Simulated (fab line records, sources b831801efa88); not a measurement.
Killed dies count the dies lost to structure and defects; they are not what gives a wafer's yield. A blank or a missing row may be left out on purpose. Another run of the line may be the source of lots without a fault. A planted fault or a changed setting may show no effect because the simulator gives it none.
A lot that was struck, set against a sound lot ; flow gf180mcu ; 16 out of 602 route steps
Sound: these wafers, L183.3, L183.5, L183.6. Struck: wafers L193.3, L193.4, L193.6. Last of all comes the cause.
For every step that has rows: the tool of each side, followed by ch and its chambers, followed by its first start. Under that, the readings that differ: sound wafers ; struck wafers ; difference of the means ; sigmas: that difference in standard deviations of wafers without a fault.
alike: same words and numbers on both sides, and readings whose means sit less than 2 such deviations apart. not compared: any withheld reading, any reading some wafer has no value for, any bound like >300 that may hide the same value, and any number with overlapping values for which the record gives no deviation.
A row with sigmas, a row that says differs or no value, or rows on one side alone: a step with any of these is where the two part. When numbers do not overlap yet have no deviation, they are printed without sigmas and do not part them. A reading missing from all wafers of one side parts the sides only when that side holds two or more wafers.

first, 6 steps without rows for these wafers: GF_M4_HMDS_08 (prime time 60 s); GF_M4_COAT_09 (resist thk 1000 nm); GF_M4_SOFTBAKE_10 (time 60 s); GF_M4_EXPOSE_11 (exposes mask Metal4, target cd 280 nm); GF_M4_PEB_12 (peb time 90 s); GF_M4_DEVELOP_13 (develop time 60 s).
GF_M4_CD_MEAS_14 targets a cd of 280 nm.
  struck on cd_sem-02, day 28 18:18; sound on cd_sem-02, day 25 15:42
  alike: cd_nm
GF_M4_OVL_MEAS_15:
  struck on overlay-02, day 28 18:23; sound on overlay-02, day 25 15:47
reading;sound;struck;difference;sigmas
M4_OVL (nm);1 2 7;-8 -7 -11;-12;-3
GF_M4_METAL_ETCH_16: etches the open film in Cl2/BCl3, stops on SiO2, target depth 627.5 nm, time 104.6 s.
  sound on rie_metal-01 ch 0,1, day 25 15:51; struck on rie_metal-02 ch 0,1, day 28 18:28
  alike: drypump_motor_current_A, oes_product_au, throttle_valve_pct
  not compared: rf_hours_counter_h
GF_M4_STRIP_17: strips in O2/N2.
  sound on plasma_asher-01 ch 0,1, day 25 15:58; struck on plasma_asher-04 ch 0,1, day 28 18:34
  alike: drypump_motor_current_A, heater_power_w, oes_product_au, strip_time_to_endpoint_s
  not compared: rf_hours_counter_h
then, 2 steps without rows for these wafers: GF_M4_STRIP_18 (strips in post etch residue remover, time 1200 s); GF_M4_CLEAN_19 (cleans in DIW).
GF_V4_CVD_00: deposits SiO2, target thk 600 nm, time 100 s.
  sound on hdpcvd-01 ch 0,1, day 25 16:28; struck on hdpcvd-01 ch 0,1,2, day 28 19:04
reading;sound;struck;difference;sigmas
sih4_flow_sccm (sccm);60.05 60.06 59.87;51.08 51.08 51.00;-8.94;-53
model.SiO2_of_V4_CVD_00.thk_nm (nm);608.4 612.3 607;505.1 505.9 514.1;-100.9;
GF_V4_THK_MEAS_01:
  struck on film_metro-02, day 28 19:10; sound on film_metro-02, day 25 16:33
reading;sound;struck;difference;sigmas
V4_CVD_00_THK (nm);608 612 607;505 506 514;-101;-15
GF_V4_CVD_02: deposits SiO2 from TEOS, target thk 850 nm, time 94.851 s.
  sound on pecvd-03 ch 0,2, day 25 16:35; struck on pecvd-03 ch 0,1, day 28 19:12
  alike: heater_power_w
GF_PASSIVATION_PROBE_99:
  the record has rows for the sound wafers here (prober-02, day 30 22:10) and none for the struck ones

WHERE THEY PART
Earliest at GF_M4_OVL_MEAS_15; latest, in this record, at GF_PASSIVATION_PROBE_99.

WHY: the cause the simulator had injected
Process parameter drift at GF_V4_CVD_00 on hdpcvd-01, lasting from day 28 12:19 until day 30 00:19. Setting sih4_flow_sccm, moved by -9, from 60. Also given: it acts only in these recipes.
